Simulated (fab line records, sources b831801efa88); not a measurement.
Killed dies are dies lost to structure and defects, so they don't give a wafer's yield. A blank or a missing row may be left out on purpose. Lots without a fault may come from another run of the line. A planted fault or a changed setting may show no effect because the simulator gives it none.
Chamber matching | flow gf180mcu | GF_CONTACT_CVD_02 on pecvd-04: 3 sister chambers
The step deposits SiO2 from TEOS, target thk 860 nm, time 95.992 s. 6 wafers are shown with their chamber, then 7 later ones without.

WAFERS WITH THEIR CHAMBER
wafer  | chamber | heater_power_w (W)
L657.4 | 0       | 502
L660.5 | 0       | 397
L662.1 | 1       | 599
L662.4 | 2       | 771
L669.2 | 1       | 655
L669.5 | 2       | 733

WAFERS WITHOUT THEIR CHAMBER
wafer  | heater_power_w (W)
L669.6 | 471
L672.1 | 609
L672.4 | 690
L672.6 | 519
L673.2 | 622
L673.4 | 485
L673.6 | 692

WHICH CHAMBER EACH WENT THROUGH
wafer  | from the rows above     | in truth
L669.6 | 0                       | 0
L672.1 | 1                       | 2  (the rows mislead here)
L672.4 | can't be placed: 2 or 1 | 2
L672.6 | can't be placed: 0 or 1 | 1
L673.2 | 1                       | 1
L673.4 | 0                       | 0
L673.6 | can't be placed: 2 or 1 | 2
Placed correctly: 3 of 7. Can't be placed from these rows: 3 (the true chamber is among the candidates in 3). Placed wrongly: 1.
How it was worked out, from the rows above alone: a wafer's distance from a chamber is the root of the sum, over the readings, of the square of ((its reading less the chamber's mean) divided by the reading's scatter). The wafer belongs to the nearest chamber; if the next one is less than 2 further off, it can't be placed. A chamber's mean is the mean of its shown wafers. The scatter: the root of (the sum of the squares of (reading less its chamber's mean) over the shown wafers, divided by (wafers less chambers)).
